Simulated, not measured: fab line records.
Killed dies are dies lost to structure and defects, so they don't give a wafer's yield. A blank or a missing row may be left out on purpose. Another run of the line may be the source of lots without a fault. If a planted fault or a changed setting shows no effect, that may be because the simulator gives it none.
Comparing a struck lot with a sound one || flow sky130 || 15 steps out of a route of 708
Sound: wafers L786.3, L786.4, L786.5. Struck: wafer L792.4 (left out: L792.2, L792.6 of the same lot, which were not struck); the cause appears at the end.
Each step with rows lists, per side, the tool, then ch with its chambers, then its first start. Under that, the readings that differ: sound wafers || struck wafers || difference of the means || sigmas: that difference in standard deviations of wafers without a fault.
alike: readings whose means differ by less than 2 such deviations, and words and numbers that are the same on both sides. not compared: withheld readings, readings that some wafer has no value for, bounds like >300 that may hide the same value, and numbers for which the record gives no deviation and whose values overlap.
The two part at a step that has a row with sigmas, a row that says differs or no value, or rows on one side only. Non-overlapping numbers with no deviation appear without sigmas and do not part them. Lack of a reading on every wafer of one side parts them only where that side has two or more wafers.

SKY_METAL2_THK_MEAS_06: measures by xrf.
  struck on film_metro-02, day 39 02:32; sound on film_metro-04, day 37 01:13
  alike: METAL2_ALCU_THK
then, 8 steps without rows for these wafers: SKY_METAL2_DEHYDRATE_07 (time 60 s); SKY_METAL2_HMDS_08 (prime time 60 s); SKY_METAL2_COAT_09 (resist thk 60 nm); SKY_METAL2_COAT_10 (resist thk 450 nm); SKY_METAL2_SOFTBAKE_11 (time 90 s); SKY_METAL2_EXPOSE_12 (exposes mask MM2, target cd 140 nm); SKY_METAL2_PEB_13; SKY_METAL2_DEVELOP_14 (develop time 60 s).
SKY_METAL2_CD_MEAS_15 targets a cd of 140 nm.
  struck on cd_sem-01, day 40 02:50; sound on cd_sem-01, day 38 02:34
{"reading": "cd_nm (nm)", "sound": "142.7 141.8 142.4", "struck": 138.9, "difference": -3.4, "sigmas": -2}
SKY_METAL2_OVL_MEAS_16:
  struck on overlay-01, day 40 02:57; sound on overlay-01, day 38 02:40
  alike: METAL2_OVL
SKY_METAL2_DESCUM_17: chemistry O2, time 8 s.
  sound on rie_metal-02 ch 0,1, day 38 02:41; struck on rie_metal-04 ch 0, day 40 02:59
  alike: drypump_motor_current_A, oes_product_au
  not compared: rf_hours_counter_h
SKY_METAL2_ETCH_18: etches BARC in N2/H2, stops on SiO2, time 45.9 s, target depth 60 nm.
  sound on rie_metal-02 ch 0,1, day 38 02:44; struck on rie_metal-04 ch 0, day 40 03:01
{"reading": "model.KrF-thick_of_METAL2_COAT_10.thk_nm (nm)", "sound": "394.4 392.9 393.6", "struck": 386.4, "difference": -7.2, "sigmas": ""}
  alike: drypump_motor_current_A, h2_flow_sccm, oes_product_au, throttle_valve_pct
  not compared: rf_hours_counter_h
SKY_METAL2_METAL_ETCH_19: etches the open film in Cl2/BCl3, stops on SiO2, target depth 360 nm, time 78 s.
  sound on rie_metal-02 ch 0,1, day 38 02:49; struck on rie_metal-04 ch 0, day 40 03:04
  alike: drypump_motor_current_A, oes_product_au, throttle_valve_pct
  not compared: rf_hours_counter_h
-- the record jumps here: 9 days lie between the struck wafers' starts before and after (it left off in module METAL2 and takes up again in module PAD_OPEN, whose first step shown is number 708 of the route) --
SKY_PAD_OPEN_PROBE_99:
  struck on prober-01, day 49 13:41; sound on prober-01, day 47 23:53
{"reading": "killed_at_other", "sound": "0 0 0", "struck": 2, "difference": "+2", "sigmas": "+4"}
{"reading": "sort_bin_5_function (%)", "sound": "10.2 10.2 8.5", "struck": 13.0, "difference": "+3.4", "sigmas": "+2"}
  alike: defect_limited_yield, killed_at_M0_to_M3, killed_at_M4_up, killed_at_contacts, killed_at_front_end, killed_dies, killed_open, killed_short, sort_bin_3_pad_short, sort_bin_6_memory, sort_n_pass, sort_yield_pct

WHERE THEY PART
First at SKY_METAL2_CD_MEAS_15; last, within this record, at SKY_PAD_OPEN_PROBE_99.

WHY: what had been put in by the simulator
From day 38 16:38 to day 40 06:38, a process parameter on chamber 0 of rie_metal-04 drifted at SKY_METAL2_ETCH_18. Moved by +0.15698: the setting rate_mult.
